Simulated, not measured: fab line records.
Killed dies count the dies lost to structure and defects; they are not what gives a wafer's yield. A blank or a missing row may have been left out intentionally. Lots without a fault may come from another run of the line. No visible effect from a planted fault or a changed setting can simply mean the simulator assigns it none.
fab line records	flow sky130
record lots=5	wafers=15	last-day=49
route steps=708 shown SD_P@327 RES_XHIGH@332 SD_N@342 SALICIDE@361 PAD_OPEN@708
lots that met no fault: from a run of the same line without faults
start-h: start of the lot's first displayed wafer, in hours after the record's first day	wait-h: hours from the lot's prior step to this one	" unchanged from the row above	L1.1+2: one row covering several wafers at once	- no value, or no start was given	* or withheld: withheld	< > ~ a bound
route shown NAME@n: NAME is a module with steps in the file, n the number in the route of the first one	usual: average and standard deviation across the fault-free wafers	same: alike in all rows	chamber/n: place in a boat	sites: readings site by site	_std_site: their standard deviation	_edge_site: outer sites' mean less inner sites'	radius-mm: how far each site lies from the wafer's centre	mask NAME#n: copy n	behind: tool/chamber where the wafer was last shaped	hold: the reason the lot was held/the length of the hold in hours/how it ended	device: transistor that didn't switch, given as n, p or np	end of line: tests run on the same wafers once the route is complete	for a step that has no rows: nothing shown but its recipe	killed: count of dies lost to structure and defects at first sort (not the wafer's yield)	map: per-die view of a wafer (x killed, . not killed, _ where there is no die)
set.NAME: the setting that was run; set.NAME@STEP: the one run at that earlier step	model.NAME: the simulator's own value behind a step, which no gauge read
lots at selected steps of the route; one table per step, one row per wafer
services: when a tool's chamber went out of use (start-h, in hours from the record's first day, below 0 if earlier), for how many hours, and the reason
## steps
# step SKY_SD_P_CD_MEAS_07
# recipe target-cd-nm=380
# usual cd-nm=379.2/2.2
lot.wafer	tool	chamber	start-h	wait-h	cd-nm
L945.1	cd-sem-02	-	589.15	0.1	377.3
L945.2	"	-	"	"	378.3
L945.3	"	-	"	"	377.0
L946.1	cd-sem-02	-	606.31	0.1	379.0
L946.2	"	-	"	"	378.0
L946.4	"	-	"	"	379.8
L951.2	cd-sem-02	-	647.38	0.1	379.9
L951.5	"	-	"	"	377.9
L951.6	"	-	"	"	379.7
L959.3	cd-sem-01	-	719.15	0.1	379.6
L959.5	"	-	"	"	378.0
L959.6	"	-	"	"	381.7
L965.2	cd-sem-02	-	750.87	0.1	384.0
L965.5	"	-	"	"	378.8
L965.6	"	-	"	"	379.2
# step SKY_SD_P_OVL_MEAS_08
# usual SD_P_OVL=-0.1/1.4
lot.wafer	tool	chamber	start-h	wait-h	SD_P_OVL[nm]
L945.1	overlay-02	-	589.27	0.1	-0.2
L945.2	"	-	"	"	1.2
L945.3	"	-	"	"	0.5
L946.1	overlay-02	-	606.43	0.1	-0.7
L946.2	"	-	"	"	0.2
L946.4	"	-	"	"	1.4
L951.2	overlay-02	-	647.49	0.1	1.5
L951.5	"	-	"	"	-0.5
L951.6	"	-	"	"	-0.5
L959.3	overlay-01	-	719.24	0.1	2.9
L959.5	"	-	"	"	2.1
L959.6	"	-	"	"	1.1
L965.2	overlay-01	-	750.97	0.1	-0.3
L965.5	"	-	"	"	-2.8
L965.6	"	-	"	"	-0.6
# step SKY_SD_P_IMPLANT_09
# recipe species=BF2	energy-kev=20	dose-cm2=3e+15	tilt-deg=0
# step SKY_SD_P_STRIP_10
# recipe chemistry=O2/N2	power-w=1400	pressure-mtorr=1500	platen-temp-c=withheld	o2-flow-sccm=3000	n2-flow-sccm=300	overash-fraction=0.5
# usual drypump-motor-current-A=5.8/0.58	o2-flow-sccm=3000/8.6	oes-product-au=0.618/0.0044	strip-time-to-endpoint-s=17.49/0.046
lot.wafer	tool	chamber	start-h	wait-h	drypump-motor-current-A	o2-flow-sccm	oes-product-au	rf-hours-counter-h	strip-time-to-endpoint-s
L945.1	plasma-asher-04	0	589.45	0.1	6.5	3004	0.616	17	17.51
L945.2	"	1	"	"	6.2	3005	0.616	17	17.45
L945.3	"	0	"	"	6.4	3011	0.611	-	17.45
L946.1	plasma-asher-03	1	606.62	0.1	5.5	3008	0.613	51	17.55
L946.2	"	0	"	"	5.7	2992	0.620	51	17.51
L946.4	"	0	"	"	5.7	2992	0.622	-	17.52
L951.2	plasma-asher-01	0	647.67	0.1	4.8	3009	0.622	96	17.50
L951.5	"	1	"	"	6.2	2999	0.618	-	17.49
L951.6	"	0	"	"	4.8	3005	0.619	-	17.53
L959.3	plasma-asher-01	0	719.45	0.1	4.8	2981	0.617	-	17.46
L959.5	"	0	"	"	4.8	3001	0.621	-	17.41
L959.6	"	1	"	"	6.2	3001	0.617	-	17.44
L965.2	plasma-asher-01	1	751.15	0.1	6.2	3003	0.616	1	17.40
L965.5	"	1	"	"	6.2	3004	0.621	-	17.44
L965.6	"	0	"	"	4.8	3003	0.614	-	17.47
# step SKY_SD_P_TW_MEAS_11
# usual SD_P_TW=2812/18
lot.wafer	tool	chamber	start-h	wait-h	SD_P_TW
L945.1	film-metro-02	-	589.55	0.1	2794
L945.2	"	-	"	"	2782
L945.3	"	-	"	"	2802
L946.1	film-metro-03	-	606.72	0.1	2816
L946.2	"	-	"	"	2813
L946.4	"	-	"	"	2819
L951.2	film-metro-02	-	647.78	0.1	2789
L951.5	"	-	"	"	2790
L951.6	"	-	"	"	2793
L959.3	film-metro-03	-	719.54	0.1	2827
L959.5	"	-	"	"	2807
L959.6	"	-	"	"	2818
L965.2	film-metro-02	-	751.26	0.1	2807
L965.5	"	-	"	"	2785
L965.6	"	-	"	"	2791
# step SKY_RES_XHIGH_DEHYDRATE_00
# recipe temp-c=200	time-s=60
# step SKY_RES_XHIGH_HMDS_01
# recipe prime-time-s=60	prime-temp-c=120
# step SKY_RES_XHIGH_COAT_02
# recipe resist=NOVOLAK	spin-rpm=3000	resist-thk-nm=1140
# step SKY_RES_XHIGH_SOFTBAKE_03
# recipe temp-c=90	time-s=60	resist=NOVOLAK
# step SKY_RES_XHIGH_EXPOSE_04
# recipe mask-id=URPM	na=0.6	source-shape=conventional	sigma-outer=0.6	polarization=unpolarized	target-cd-nm=1270	dose-mj=140
# step SKY_RES_XHIGH_PEB_05
# recipe temp-c=withheld	time-s=*	resist=NOVOLAK
# step SKY_RES_XHIGH_DEVELOP_06
# recipe resist=NOVOLAK	developer=TMAH	develop-time-s=60	dev-temp-c=23
# step SKY_RES_XHIGH_IMPLANT_07
# recipe species=BF2	energy-kev=20	dose-cm2=3.6e+14	tilt-deg=0
# usual dose-ions-cm2=3.601e+14/3.7e+11
# same implant-ion-amu=49
lot.wafer	tool	chamber	start-h	wait-h	dose-ions-cm2
L945.1	implanter-03	0	617.70	0.1	3.605e+14
L945.2	"	0	"	"	3.597e+14
L945.3	"	0	"	"	3.606e+14
L946.1	implanter-03	0	635.84	0.1	3.607e+14
L946.2	"	0	"	"	3.605e+14
L946.4	"	0	"	"	3.601e+14
L951.2	implanter-03	0	676.35	0.1	3.595e+14
L951.5	"	0	"	"	3.596e+14
L951.6	"	0	"	"	3.601e+14
L959.3	implanter-03	0	746.35	0.1	3.596e+14
L959.5	"	0	"	"	3.598e+14
L959.6	"	0	"	"	3.592e+14
L965.2	implanter-03	0	777.96	0.1	3.6e+14
L965.5	"	0	"	"	3.602e+14
L965.6	"	0	"	"	3.599e+14
# step SKY_RES_XHIGH_STRIP_08
# recipe chemistry=O2/N2	power-w=1400	pressure-mtorr=1500	platen-temp-c=withheld	o2-flow-sccm=3000	n2-flow-sccm=300	overash-fraction=0.5
# usual drypump-motor-current-A=5.6/0.46	o2-flow-sccm=3000/8.8	oes-product-au=0.711/0.0044	strip-time-to-endpoint-s=14.27/0.037
lot.wafer	tool	chamber	start-h	wait-h	drypump-motor-current-A	o2-flow-sccm	oes-product-au	rf-hours-counter-h	strip-time-to-endpoint-s
L945.1	plasma-asher-03	0	617.85	0.1	5.7	2998	0.710	52	14.27
L945.2	"	1	"	"	5.5	2997	0.709	52	14.27
L945.3	"	1	"	"	5.5	3000	0.711	-	14.30
L946.1	plasma-asher-02	1	635.99	0.1	5.8	2995	0.708	77	14.27
L946.2	"	0	"	"	5.6	3002	0.710	77	14.29
L946.4	"	0	"	"	5.6	3002	0.714	-	14.28
L951.2	plasma-asher-03	0	676.48	0.1	5.7	3012	0.708	58	14.30
L951.5	"	1	"	"	5.5	3002	0.709	-	14.27
L951.6	"	0	"	"	5.8	3021	0.718	-	14.34
L959.3	plasma-asher-01	0	746.48	0.1	4.8	2998	0.711	-	14.25
L959.5	"	0	"	"	4.8	2997	0.710	-	14.20
L959.6	"	1	"	"	6.2	3007	0.716	-	14.22
L965.2	plasma-asher-03	0	778.08	0.1	5.7	3002	0.714	68	14.23
L965.5	"	1	"	"	5.5	3014	0.708	-	14.27
L965.6	"	0	"	"	5.8	3011	0.703	-	14.24
# step SKY_RES_XHIGH_TW_MEAS_09
# usual RES_XHIGH_TW=1634/12
lot.wafer	tool	chamber	start-h	wait-h	RES_XHIGH_TW
L945.1	film-metro-04	-	617.95	0.1	1640
L945.2	"	-	"	"	1638
L945.3	"	-	"	"	1637
L946.1	film-metro-03	-	636.09	0.1	1624
L946.2	"	-	"	"	1624
L946.4	"	-	"	"	1624
L951.2	film-metro-02	-	676.59	0.1	1623
L951.5	"	-	"	"	1595
L951.6	"	-	"	"	1621
L959.3	film-metro-02	-	746.57	0.1	1628
L959.5	"	-	"	"	1625
L959.6	"	-	"	"	1631
L965.2	film-metro-04	-	778.19	0.1	1667
L965.5	"	-	"	"	1662
L965.6	"	-	"	"	1657
# step SKY_SD_N_DEHYDRATE_00
# recipe temp-c=200	time-s=60
# step SKY_SD_N_HMDS_01
# recipe prime-time-s=60	prime-temp-c=120
# step SKY_SD_N_COAT_02
# recipe resist=NOVOLAK	spin-rpm=3000	resist-thk-nm=1140
# step SKY_SD_N_SOFTBAKE_03
# recipe temp-c=90	time-s=60	resist=NOVOLAK
# step SKY_SD_N_EXPOSE_04
# recipe mask-id=NSDM	na=0.6	source-shape=conventional	sigma-outer=0.6	polarization=unpolarized	target-cd-nm=380	dose-mj=141
# step SKY_SD_N_PEB_05
# recipe temp-c=withheld	time-s=*	resist=NOVOLAK
# step SKY_SD_N_DEVELOP_06
# recipe resist=NOVOLAK	developer=TMAH	develop-time-s=60	dev-temp-c=23
# step SKY_SD_N_CD_MEAS_07
# recipe target-cd-nm=380
# usual cd-nm=380.3/2.9
lot.wafer	tool	chamber	start-h	wait-h	cd-nm
L945.1	cd-sem-02	-	646.43	0.1	380.2
L945.2	"	-	"	"	384.0
L945.3	"	-	"	"	380.2
L946.1	cd-sem-02	-	664.58	0.1	383.1
L946.2	"	-	"	"	378.0
L946.4	"	-	"	"	378.5
L951.2	cd-sem-01	-	704.35	0.1	380.6
L951.5	"	-	"	"	380.8
L951.6	"	-	"	"	379.8
L959.3	cd-sem-01	-	773.40	0.1	381.0
L959.5	"	-	"	"	378.8
L959.6	"	-	"	"	379.3
L965.2	cd-sem-01	-	804.40	0.1	378.7
L965.5	"	-	"	"	380.5
L965.6	"	-	"	"	382.7
# step SKY_SD_N_OVL_MEAS_08
# usual SD_N_OVL=0.4/1.3
lot.wafer	tool	chamber	start-h	wait-h	SD_N_OVL[nm]
L945.1	overlay-02	-	646.55	0.1	1.7
L945.2	"	-	"	"	3.8
L945.3	"	-	"	"	0.9
L946.1	overlay-02	-	664.70	0.1	-0.6
L946.2	"	-	"	"	-1.5
L946.4	"	-	"	"	-0.7
L951.2	overlay-02	-	704.46	0.1	0.9
L951.5	"	-	"	"	1.4
L951.6	"	-	"	"	-0.6
L959.3	overlay-01	-	773.49	0.1	2.8
L959.5	"	-	"	"	1.8
L959.6	"	-	"	"	0.6
L965.2	overlay-02	-	804.51	0.1	1.7
L965.5	"	-	"	"	0.3
L965.6	"	-	"	"	0.9
# step SKY_SD_N_IMPLANT_09
# recipe species=As	energy-kev=49.54	dose-cm2=4e+15	tilt-deg=0
# step SKY_SD_N_IMPLANT_10
# recipe species=P	energy-kev=20	dose-cm2=1e+14	tilt-deg=0
# step SKY_SD_N_STRIP_11
# recipe chemistry=O2/N2	power-w=1400	pressure-mtorr=1500	platen-temp-c=withheld	o2-flow-sccm=3000	n2-flow-sccm=300	overash-fraction=0.5
# usual drypump-motor-current-A=5.77/0.28	o2-flow-sccm=3000/8.5	oes-product-au=0.528/0.0048	strip-time-to-endpoint-s=22.49/0.047
lot.wafer	tool	chamber	start-h	wait-h	drypump-motor-current-A	o2-flow-sccm	oes-product-au	rf-hours-counter-h	strip-time-to-endpoint-s
L945.1	plasma-asher-02	0	646.89	0.1	5.63	2997	0.536	78	22.52
L945.2	"	1	"	"	5.76	3017	0.536	78	22.49
L945.3	"	0	"	"	5.65	3001	0.533	-	22.53
L946.1	plasma-asher-04	1	665.04	0.1	6.18	3005	0.535	24	22.49
L946.2	"	0	"	"	6.46	3014	0.530	24	22.48
L946.4	"	1	"	"	6.19	3006	0.523	-	22.50
L951.2	plasma-asher-02	0	704.79	0.1	5.58	2989	0.530	84	22.58
L951.5	"	0	"	"	5.58	2988	0.531	-	22.60
L951.6	"	1	"	"	5.76	2999	0.526	-	22.61
L959.3	plasma-asher-02	0	773.85	0.1	5.63	2994	0.529	-	22.45
L959.5	"	0	"	"	5.63	3004	0.537	-	22.44
L959.6	"	1	"	"	5.77	2993	0.521	-	22.47
L965.2	plasma-asher-02	0	804.84	0.1	5.63	2990	0.535	94	22.54
L965.5	"	1	"	"	5.77	3007	0.527	-	22.49
L965.6	"	0	"	"	5.64	2983	0.534	-	22.51
# step SKY_SD_N_TW_MEAS_12
# usual SD_N_TW=3961/27
lot.wafer	tool	chamber	start-h	wait-h	SD_N_TW
L945.1	film-metro-02	-	646.99	0.1	3919
L945.2	"	-	"	"	3915
L945.3	"	-	"	"	3946
L946.1	film-metro-02	-	665.14	0.1	3986
L946.2	"	-	"	"	3972
L946.4	"	-	"	"	3976
L951.2	film-metro-03	-	704.90	0.1	3954
L951.5	"	-	"	"	3960
L951.6	"	-	"	"	3941
L959.3	film-metro-03	-	773.94	0.1	3959
L959.5	"	-	"	"	3966
L959.6	"	-	"	"	3959
L965.2	film-metro-03	-	804.95	0.1	3976
L965.5	"	-	"	"	3964
L965.6	"	-	"	"	3963
# step SKY_SD_N_CLEAN_13
# recipe chemistry=SC1/SC2	mix=1:4:20	temp-c=70	time-s=150	dry=n2-spin
# step SKY_SD_N_RTA_14
# recipe temp-c=1075	time-s=2	idle-temp-c=650	ramp-up-c-per-s=150	ramp-down-c-per-s=90	ambient=N2
# usual lamp-power-pct=15.74/0.051	wafer_temp_C_max=1078.2/1.4
lot.wafer	tool	chamber	start-h	wait-h	lamp-power-pct	wafer_temp_C_max
L945.1	rtp-anneal-01	0	647.10	0.0	15.73	1076.0
L945.2	"	0	"	"	15.68	1077.5
L945.3	"	0	"	"	15.72	1075.9
L946.1	rtp-anneal-02	0	665.25	0.0	15.70	1078.4
L946.2	"	0	"	"	15.77	1075.9
L946.4	"	0	"	"	15.70	1079.5
L951.2	rtp-anneal-01	0	705.02	0.0	15.70	1078.9
L951.5	"	0	"	"	15.90	1077.7
L951.6	"	0	"	"	15.70	1079.5
L959.3	rtp-anneal-01	0	774.06	0.0	15.70	1077.1
L959.5	"	0	"	"	15.63	1074.9
L959.6	"	0	"	"	15.76	1076.8
L965.2	rtp-anneal-01	0	805.05	0.0	15.78	1078.5
L965.5	"	0	"	"	15.66	1078.4
L965.6	"	0	"	"	15.77	1078.9
# step SKY_SD_N_RS_MEAS_16
# recipe thk-meas-gauge=four-point-probe
# usual SD_N_RS=68.85/0.14
lot.wafer	tool	chamber	start-h	wait-h	SD_N_RS[ohm/sq]
L945.1	film-metro-03	-	647.27	0.1	68.87
L945.2	"	-	"	"	68.90
L945.3	"	-	"	"	68.90
L946.1	film-metro-03	-	665.42	0.1	68.67
L946.2	"	-	"	"	68.67
L946.4	"	-	"	"	68.71
L951.2	film-metro-04	-	705.25	0.1	68.82
L951.5	"	-	"	"	68.69
L951.6	"	-	"	"	68.80
L959.3	film-metro-02	-	774.25	0.1	68.80
L959.5	"	-	"	"	68.93
L959.6	"	-	"	"	68.91
L965.2	film-metro-02	-	805.24	0.1	68.94
L965.5	"	-	"	"	68.92
L965.6	"	-	"	"	69.01
# step SKY_SD_N_RS_MEAS_17
# recipe thk-meas-gauge=four-point-probe
# usual SD_P_RS=147.1/0.4
lot.wafer	tool	chamber	start-h	wait-h	SD_P_RS[ohm/sq]
L945.1	film-metro-03	-	647.39	0.1	147.0
L945.2	"	-	"	"	146.6
L945.3	"	-	"	"	146.8
L946.1	film-metro-03	-	665.54	0.1	146.4
L946.2	"	-	"	"	147.0
L946.4	"	-	"	"	146.3
L951.2	film-metro-04	-	705.37	0.1	146.3
L951.5	"	-	"	"	146.7
L951.6	"	-	"	"	147.1
L959.3	film-metro-02	-	774.37	0.1	147.2
L959.5	"	-	"	"	146.8
L959.6	"	-	"	"	147.3
L965.2	film-metro-02	-	805.36	0.1	147.3
L965.5	"	-	"	"	147.5
L965.6	"	-	"	"	147.3
# step SKY_SD_N_RS_MEAS_18
# recipe thk-meas-gauge=four-point-probe
# usual RES_XHIGH_RS=332.9/1.2
lot.wafer	tool	chamber	start-h	wait-h	RES_XHIGH_RS[ohm/sq]
L945.1	film-metro-03	-	647.51	0.1	332.6
L945.2	"	-	"	"	331.4
L945.3	"	-	"	"	331.1
L946.1	film-metro-03	-	665.66	0.1	330.7
L946.2	"	-	"	"	331.9
L946.4	"	-	"	"	331.4
L951.2	film-metro-04	-	705.49	0.1	332.8
L951.5	"	-	"	"	348.6
L951.6	"	-	"	"	334.1
L959.3	film-metro-02	-	774.49	0.1	332.4
L959.5	"	-	"	"	331.9
L959.6	"	-	"	"	332.6
L965.2	film-metro-02	-	805.48	0.1	335.3
L965.5	"	-	"	"	333.6
L965.6	"	-	"	"	335.1
# step SKY_SALICIDE_CLEAN_00
# recipe chemistry=HF-last	time-s=30	dilution=100:1	dry=ipa-marangoni
# step SKY_PAD_OPEN_PROBE_99
# usual killed_at_M0_to_M3=43/6.4	killed_at_M4_up=3.5/1.8	killed-at-contacts=25/5.7	killed-at-front-end=15/3.9	killed-at-other=0.3/0.67	killed-dies=87/8.6	killed-open=47/6.7	killed-short=39/5.9
# same gross-dies=492	killed-at-back-side=0
lot.wafer	tool	chamber	start-h	wait-h	killed_at_M0_to_M3	killed_at_M4_up	killed-at-contacts	killed-at-front-end	killed-at-other	killed-dies	killed-open	killed-short	model.etest.res-xhigh-po.line-ohm-um	model.etest.res-xhigh-po.rs-ohm-sq-range	model.etest.res-xhigh-po.rs-ohm-sq	model.etest.res-xhigh-po.rs-ohm-sq-rim-less-centre
L945.1	prober-01	-	1074.53	0.1	34	3	30	19	0	86	49	36	6057	106.7	2143	-74.21
L945.2	prober-01	-	1074.58	0.1	49	3	23	9	0	84	44	39	5779	98.2	2029	-76.91
L945.3	prober-01	-	1074.63	0.2	36	5	27	15	0	83	46	36	5808	83.12	2036	-44.68
L946.1	prober-01	-	1088.43	0.1	38	2	26	16	0	82	44	38	5842	79.78	2039	56.96
L946.2	prober-01	-	1088.48	0.1	39	2	48	14	1	104	56	47	5875	91.44	2038	60.46
L946.4	prober-01	-	1088.58	0.2	42	2	28	19	0	91	59	32	5759	92.47	2041	36.11
L951.2	prober-01	-	1116.76	0.1	50	5	22	20	0	97	55	42	6088	132.8	2099	-121.9
L951.5	prober-01	-	1116.91	0.2	33	5	15	18	0	71	43	28	7096	614.2	2478	-394.2
L951.6	prober-01	-	1116.96	0.2	47	4	26	14	0	91	53	38	6014	180.5	2106	-158.2
L959.3	prober-01	-	1165.41	0.2	48	4	22	10	0	84	42	42	5482	122.6	1926	-100.8
L959.5	prober-01	-	1165.51	0.2	49	1	35	9	0	94	57	37	5656	161.3	1994	-140.2
L959.6	prober-01	-	1165.56	0.2	43	0	30	11	0	84	54	30	5900	162.7	2052	-133.5
L965.2	prober-01	-	1184.61	0.1	41	3	24	14	0	82	57	25	5883	103.1	2036	-70.09
L965.5	prober-01	-	1184.76	0.2	34	1	26	20	1	82	48	33	5737	97.57	2027	-50.78
L965.6	prober-01	-	1184.81	0.2	51	7	24	16	2	100	53	47	5875	94.9	2083	-66.22
# killed by level:class
L945.1 CONTACT:geometric-particle:open=14 VIA1:geometric-particle:open=7 VIA2:geometric-particle:open=6 POLY_GATE:geometric-particle:open=5 LOCAL_INTERCONNECT:geometric-particle:short=5 METAL2:geometric-particle:short=5 METAL3:geometric-particle:short=4 CONTACT:geometric-particle:short=4
L945.2 VIA2:geometric-particle:open=11 CONTACT:geometric-particle:open=10 VIA1:geometric-particle:open=7 METAL2:geometric-particle:short=7 METAL1:geometric-particle:short=6 LI_CONTACT:geometric-particle:open=5 CONTACT:geometric-particle:short=4 VIA2:geometric-particle:short=4
L945.3 CONTACT:geometric-particle:open=12 FIELD_ISO:geometric-particle:open=7 CONTACT:geometric-particle:short=6 VIA1:geometric-particle:open=6 LI_CONTACT:geometric-particle:open=5 METAL1:geometric-particle:short=5 METAL4:geometric-particle:short=5 METAL2:geometric-particle:short=5
L946.1 VIA1:geometric-particle:open=12 LI_CONTACT:geometric-particle:open=7 VIA1:geometric-particle:short=7 VIA3:geometric-particle:open=6 POLY_GATE:geometric-particle:short=5 CONTACT:geometric-particle:open=5 VIA2:geometric-particle:open=5 FIELD_ISO:geometric-particle:short=4
L946.2 LI_CONTACT:geometric-particle:open=16 CONTACT:geometric-particle:open=15 LOCAL_INTERCONNECT:geometric-particle:short=7 VIA1:geometric-particle:short=6 VIA1:geometric-particle:open=6 POLY_GATE:geometric-particle:open=5 CONTACT:geometric-particle:short=5 VIA3:geometric-particle:short=5
L946.4 CONTACT:geometric-particle:open=12 LI_CONTACT:geometric-particle:open=10 VIA1:geometric-particle:open=10 VIA2:geometric-particle:open=8 FIELD_ISO:geometric-particle:open=6 METAL2:geometric-particle:short=5 VIA3:geometric-particle:open=5 FIELD_ISO:geometric-particle:short=4
L951.2 VIA1:geometric-particle:open=12 CONTACT:geometric-particle:open=10 METAL2:geometric-particle:short=7 VIA2:geometric-particle:open=7 VIA1:geometric-particle:short=6 FIELD_ISO:geometric-particle:open=5 LI_CONTACT:geometric-particle:open=5 VIA3:geometric-particle:open=5
L951.5 VIA1:geometric-particle:open=10 POLY_GATE:geometric-particle:open=9 LI_CONTACT:geometric-particle:open=6 POLY_GATE:geometric-particle:short=5 VIA1:geometric-particle:short=5 METAL2:geometric-particle:short=5 CONTACT:geometric-particle:open=4 LOCAL_INTERCONNECT:geometric-particle:short=3
L951.6 VIA1:geometric-particle:open=12 CONTACT:geometric-particle:open=10 LI_CONTACT:geometric-particle:open=8 FIELD_ISO:geometric-particle:open=5 METAL1:geometric-particle:short=5 VIA1:geometric-particle:short=5 VIA2:geometric-particle:open=5 FIELD_ISO:geometric-particle:short=4
L959.3 VIA1:geometric-particle:open=10 LI_CONTACT:geometric-particle:open=8 METAL1:geometric-particle:short=7 LOCAL_INTERCONNECT:geometric-particle:short=6 METAL2:geometric-particle:short=6 VIA2:geometric-particle:open=6 VIA1:geometric-particle:short=5 METAL3:geometric-particle:short=5
L959.5 VIA3:geometric-particle:open=13 LI_CONTACT:geometric-particle:open=11 CONTACT:geometric-particle:open=10 VIA2:geometric-particle:open=8 VIA1:geometric-particle:open=7 METAL1:geometric-particle:short=6 LI_CONTACT:geometric-particle:short=5 LOCAL_INTERCONNECT:geometric-particle:short=5
L959.6 VIA2:geometric-particle:open=11 VIA1:geometric-particle:open=11 LI_CONTACT:geometric-particle:open=9 CONTACT:geometric-particle:open=8 LOCAL_INTERCONNECT:geometric-particle:short=6 METAL2:geometric-particle:short=5 VIA3:geometric-particle:open=5 FIELD_ISO:geometric-particle:short=3
L965.2 VIA1:geometric-particle:open=14 CONTACT:geometric-particle:open=12 LI_CONTACT:geometric-particle:open=7 FIELD_ISO:geometric-particle:open=5 METAL1:geometric-particle:short=5 VIA2:geometric-particle:open=5 CONTACT:geometric-particle:short=4 VIA3:geometric-particle:open=4
L965.5 CONTACT:geometric-particle:open=11 VIA1:geometric-particle:open=8 FIELD_ISO:geometric-particle:open=7 LOCAL_INTERCONNECT:geometric-particle:short=7 METAL1:geometric-particle:short=5 VIA3:geometric-particle:open=5 METAL2:geometric-particle:short=5 POLY_GATE:geometric-particle:open=4
L965.6 VIA3:geometric-particle:open=11 CONTACT:geometric-particle:open=8 VIA1:geometric-particle:open=8 METAL2:geometric-particle:short=7 METAL1:geometric-particle:short=6 FIELD_ISO:geometric-particle:short=6 CONTACT:geometric-particle:short=6 FIELD_ISO:geometric-particle:open=5
## services
tool	chamber	start-h	hours	kind
rtp-anneal-01	-	588.19	3.8	pm
plasma-asher-01	-	631.24	1.1	repair
plasma-asher-04	-	729.52	6.2	repair
plasma-asher-04	-	731.12	1.5	repair
plasma-asher-01	-	733.75	9.0	pm
plasma-asher-01	0	733.75	9.0	vent-cycle
plasma-asher-01	1	733.75	9.0	vent-cycle
implanter-03	-	737.63	2.0	repair
plasma-asher-01	0	742.75	-	clean
plasma-asher-01	1	742.75	-	clean
plasma-asher-04	-	759.80	0.3	repair
rtp-anneal-02	-	768.44	4.4	pm
plasma-asher-01	-	782.45	0.7	repair
implanter-03	-	793.49	5.2	pm
plasma-asher-03	-	794.89	1.0	repair
## key
first-sign step=SKY_RES_XHIGH_TW_MEAS_09	reading=RES_XHIGH_TW	direction=down	sigmas=3.3	usual=1634	struck=1595
effect step=SKY_SD_N_RS_MEAS_18	reading=RES_XHIGH_RS	direction=up	sigmas=13	usual=332.9	struck=348.6
model-effect step=SKY_PAD_OPEN_PROBE_99	value=etest.res-xhigh-po.line-ohm-um	without=5886	struck=7096
met-at SKY_RES_XHIGH_IMPLANT_07
struck-wafers L951.5
tester-left-out L951
onset-between 635.84 676.35
fault kind=process-parameter-drift	tool=implanter-03	chamber=-	onset-h=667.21	steps=SKY_RES_XHIGH_IMPLANT_07	channel=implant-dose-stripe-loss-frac	offset=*	shape=step	end-h=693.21	scope=struck-wafers-only
# tester-left-out: of these lots the tester's yield and bins aren't shown, on N5 and GAA mostly nor the transistor test; their killed dies are dies lost to structure and defects alone, not to doping, threshold or leakage, so they don't give the yield
